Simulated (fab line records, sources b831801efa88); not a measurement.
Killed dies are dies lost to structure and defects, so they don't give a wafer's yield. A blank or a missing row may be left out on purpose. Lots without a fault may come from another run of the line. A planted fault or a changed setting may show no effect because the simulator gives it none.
Which tool did it? | flow sky130 | 13 lots, 39 wafers sampled, at 4 steps of a route of 708

WHAT THE GAUGES READ, wafer by wafer
SKY_PAD_OPEN_BOW_MEAS_13.
lot  | measured     | on            | PAD_OPEN_BOW (um)
L798 | day 46 00:47 | film_metro-03 | 46 28 31
L799 | day 46 03:19 | film_metro-03 | 44 42 36
L800 | day 46 05:53 | film_metro-04 | 48 40 43
L801 | day 46 13:47 | film_metro-02 | 40 42 53
L802 | day 46 16:42 | film_metro-03 | 51 48 48
L804 | day 47 05:47 | film_metro-03 | 47 50 46
L805 | day 47 17:10 | film_metro-02 | 21 38 30
L806 | day 47 23:02 | film_metro-03 | 42 49 28
L809 | day 49 07:02 | film_metro-04 | 46 30 40
L812 | day 49 18:19 | film_metro-02 | 59 48 37
L811 | day 49 20:47 | film_metro-04 | 60 45 48
L815 | day 50 05:41 | film_metro-03 | 47 60 53
L821 | day 51 07:20 | film_metro-04 | 48 45 47

WHICH TOOL RAN EACH LOT (tool, then ch and the chambers of the sampled wafers, then the start)
lot  | SKY_VIA3_SPUTTER_20          | SKY_METAL4_SPUTTER_02        | SKY_VIA4_CVD_18
L798 | pvd_sputter-01, day 39 23:44 | pvd_sputter-01, day 40 00:26 | cvd_w-01 ch 0,1, day 43 02:54
L799 | pvd_sputter-02, day 40 00:06 | pvd_sputter-03, day 40 00:49 | cvd_w-02 ch 0,1, day 43 04:00
L800 | pvd_sputter-01, day 40 03:46 | pvd_sputter-02, day 40 04:28 | cvd_w-01 ch 0,1, day 43 07:37
L801 | pvd_sputter-01, day 40 11:42 | pvd_sputter-02, day 40 12:25 | cvd_w-02 ch 0,1, day 43 15:11
L802 | pvd_sputter-04, day 40 17:50 | pvd_sputter-03, day 40 18:33 | cvd_w-02 ch 0,1, day 43 21:44
L804 | pvd_sputter-04, day 41 09:07 | pvd_sputter-02, day 41 09:50 | cvd_w-01 ch 0,1, day 44 10:35
L805 | pvd_sputter-02, day 41 23:50 | pvd_sputter-01, day 42 00:34 | cvd_w-01 ch 0,1, day 45 00:02
L806 | pvd_sputter-02, day 42 05:43 | pvd_sputter-03, day 42 06:26 | cvd_w-01 ch 0,1, day 45 06:32
L809 | pvd_sputter-01, day 43 21:48 | pvd_sputter-03, day 43 22:31 | cvd_w-01 ch 1, day 46 18:02
L812 | pvd_sputter-01, day 44 11:24 | pvd_sputter-02, day 44 12:07 | cvd_w-01 ch 0,1, day 47 06:06
L811 | pvd_sputter-04, day 44 12:42 | pvd_sputter-02, day 44 13:25 | cvd_w-02 ch 0,1, day 47 07:37
L815 | pvd_sputter-01, day 45 01:32 | pvd_sputter-02, day 45 02:37 | cvd_w-02 ch 0,1, day 47 18:41
L821 | pvd_sputter-02, day 46 10:33 | pvd_sputter-01, day 46 11:16 | cvd_w-02 ch 0,1, day 49 00:48
- SKY_VIA3_SPUTTER_20: material TiN, target thk 20 nm, time 80 s.
- SKY_METAL4_SPUTTER_02: material AlCu, target thk 735 nm, time 39.1 s.
- SKY_VIA4_CVD_18: deposits W, target thk 505 nm, time 152.14 s.

WHAT THE TOOLS THEMSELVES READ (means of the sampled wafers that have a number; where no wafer has one, the mark that the record gives instead)
SKY_VIA3_SPUTTER_20.
lot  | tool           | throttle_valve_pct (%)
L798 | pvd_sputter-01 | 29.1
L799 | pvd_sputter-02 | 30.1
L800 | pvd_sputter-01 | 29.1
L801 | pvd_sputter-01 | 29.3
L802 | pvd_sputter-04 | 29.7
L804 | pvd_sputter-04 | 29.4
L805 | pvd_sputter-02 | 29.0
L806 | pvd_sputter-02 | 30.1
L809 | pvd_sputter-01 | 28.8
L812 | pvd_sputter-01 | 28.5
L811 | pvd_sputter-04 | 29.6
L815 | pvd_sputter-01 | 29.1
L821 | pvd_sputter-02 | 29.3

SKY_METAL4_SPUTTER_02.
lot  | tool           | throttle_valve_pct (%)
L798 | pvd_sputter-01 | 28.5
L799 | pvd_sputter-03 | 30.2
L800 | pvd_sputter-02 | 29.1
L801 | pvd_sputter-02 | 29.7
L802 | pvd_sputter-03 | 30.1
L804 | pvd_sputter-02 | 29.2
L805 | pvd_sputter-01 | 28.8
L806 | pvd_sputter-03 | 29.7
L809 | pvd_sputter-03 | 30.1
L812 | pvd_sputter-02 | 30.1
L811 | pvd_sputter-02 | 31.1
L815 | pvd_sputter-02 | 31.0
L821 | pvd_sputter-01 | 28.9

SKY_VIA4_CVD_18.
lot  | tool     | heater_power_w (W)
L798 | cvd_w-01 | 844
L799 | cvd_w-02 | 818
L800 | cvd_w-01 | 863
L801 | cvd_w-02 | 817
L802 | cvd_w-02 | 799
L804 | cvd_w-01 | 853
L805 | cvd_w-01 | 845
L806 | cvd_w-01 | 867
L809 | cvd_w-01 | 858
L812 | cvd_w-01 | 858
L811 | cvd_w-02 | 796
L815 | cvd_w-02 | 809
L821 | cvd_w-02 | 837

THE ANSWER, worked out from the rows above alone
Rule: what is usual is taken from the lots themselves. Put in order of their means at a reading, lots are off if they are a third of the lots or fewer, leave a main group of 4 or more, and stand apart from it by a gap of 3 or more times the standard deviation of the main group's means; of several such gaps the widest counts. A main group whose means are all the same, to the digits that the tables above print for the reading, isn't used. A lot without any number at a reading at which 4 lots or more have one is off too. The other lots that the step has rows for count as sound. The gauges are gone through in route order, then the tools' own readings, and for those a lot's mean is taken as printed above. The first step at which some lot is off is used, and at that step the reading that is off furthest; a lot without a number counts as furthest.
No lot is off at any reading shown: from this, nothing can be told.

WHAT THE SIMULATOR HAD PUT IN
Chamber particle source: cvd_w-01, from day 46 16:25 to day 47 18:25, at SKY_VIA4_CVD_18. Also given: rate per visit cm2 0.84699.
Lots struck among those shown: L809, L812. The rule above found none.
